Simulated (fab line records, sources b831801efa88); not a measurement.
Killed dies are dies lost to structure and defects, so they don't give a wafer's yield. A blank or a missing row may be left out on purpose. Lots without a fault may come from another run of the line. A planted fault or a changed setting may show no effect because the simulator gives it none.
Chamber matching | flow gf180mcu | GF_CONTACT_ETCH_16 on rie_diel-02: 4 sister chambers
The step etches BARC in N2/H2. 24 wafers are shown with their chamber, then 12 later ones without.

WAFERS WITH THEIR CHAMBER
wafer  | chamber | drypump_motor_current_A (A) | oes_product_au (a.u.) | throttle_valve_pct (%)
L074.1 | 0       | 6.0                         | 0.852                 | 13.219
L074.3 | 1       | 6.4                         | 0.855                 | 13.224
L074.6 | 1       | 6.4                         | 0.860                 | 13.232
L078.2 | 0       | 5.9                         | 0.848                 | 13.220
L078.3 | 2       | 6.4                         | 0.846                 | 13.224
L078.5 | 2       | 6.4                         | 0.845                 | 13.223
L080.2 | 2       | 6.5                         | 0.849                 | 13.229
L080.3 | 0       | 5.9                         | 0.856                 | 13.227
L080.5 | 2       | 6.5                         | 0.852                 | 13.222
L081.1 | 1       | 6.4                         | 0.855                 | 13.220
L081.2 | 0       | 5.9                         | 0.857                 | 13.228
L081.4 | 3       | 6.6                         | 0.861                 | 13.218
L083.1 | 2       | 6.5                         | 0.850                 | 13.217
L083.2 | 0       | 5.9                         | 0.853                 | 13.228
L083.6 | 0       | 5.9                         | 0.853                 | 13.225
L084.1 | 2       | 6.5                         | 0.857                 | 13.219
L084.2 | 0       | 5.9                         | 0.851                 | 13.226
L084.4 | 2       | 6.4                         | 0.855                 | 13.207
L085.2 | 2       | 6.5                         | 0.860                 | 13.219
L085.3 | 1       | 6.4                         | 0.862                 | 13.224
L085.5 | 1       | 6.4                         | 0.854                 | 13.215
L086.3 | 2       | 6.5                         | 0.851                 | 13.213
L086.5 | 1       | 6.4                         | 0.862                 | 13.239
L086.6 | 2       | 6.4                         | 0.857                 | 13.244

SIGNATURES (means of the wafers above)
reading                 | chamber 0 | chamber 1 | chamber 2 | chamber 3 | scatter within a chamber
drypump_motor_current_A | 5.914     | 6.400     | 6.460     | 6.600     | 0.0404
oes_product_au          | 0.85286   | 0.85800   | 0.85220   | 0.86100   | 0.00416
throttle_valve_pct      | 13.22471  | 13.22567  | 13.22170  | 13.21800  | 0.00818
Rule: a wafer's distance from a chamber is the root of the sum, over the readings, of the square of ((its reading less the chamber's mean) divided by the reading's scatter). The wafer belongs to the nearest chamber; if the next one is less than 2 further off, it can't be placed. The scatter: the root of (the sum of the squares of (reading less its chamber's mean) over the shown wafers, divided by (wafers less chambers)).

WAFERS WITHOUT THEIR CHAMBER
wafer  | drypump_motor_current_A (A) | oes_product_au (a.u.) | throttle_valve_pct (%)
L087.1 | 6.5                         | 0.858                 | 13.220
L087.3 | 6.6                         | 0.857                 | 13.216
L087.6 | 6.4                         | 0.862                 | 13.219
L088.1 | 6.6                         | 0.861                 | 13.218
L088.2 | 5.9                         | 0.862                 | 13.225
L088.4 | 6.4                         | 0.853                 | 13.223
L095.4 | 6.6                         | 0.850                 | 13.223
L095.5 | 6.6                         | 0.857                 | 13.229
L095.6 | 6.4                         | 0.856                 | 13.228
L096.2 | 6.6                         | 0.858                 | 13.227
L096.4 | 6.4                         | 0.854                 | 13.230
L096.6 | 5.9                         | 0.851                 | 13.231

WHICH CHAMBER EACH WENT THROUGH
wafer  | from the rows above          | in truth
L087.1 | can't be placed: 2 or 1 or 3 | 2
L087.3 | 3                            | 3
L087.6 | can't be placed: 1 or 2      | 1
L088.1 | 3                            | 3
L088.2 | 0                            | 0
L088.4 | can't be placed: 1 or 2      | 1
L095.4 | can't be placed: 3 or 2      | 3
L095.5 | 3                            | 3
L095.6 | can't be placed: 1 or 2      | 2
L096.2 | 3                            | 3
L096.4 | can't be placed: 1 or 2      | 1
L096.6 | 0                            | 0
Placed correctly: 6 of 12. Can't be placed from these rows: 6 (the true chamber is among the candidates in 6). Placed wrongly: 0.
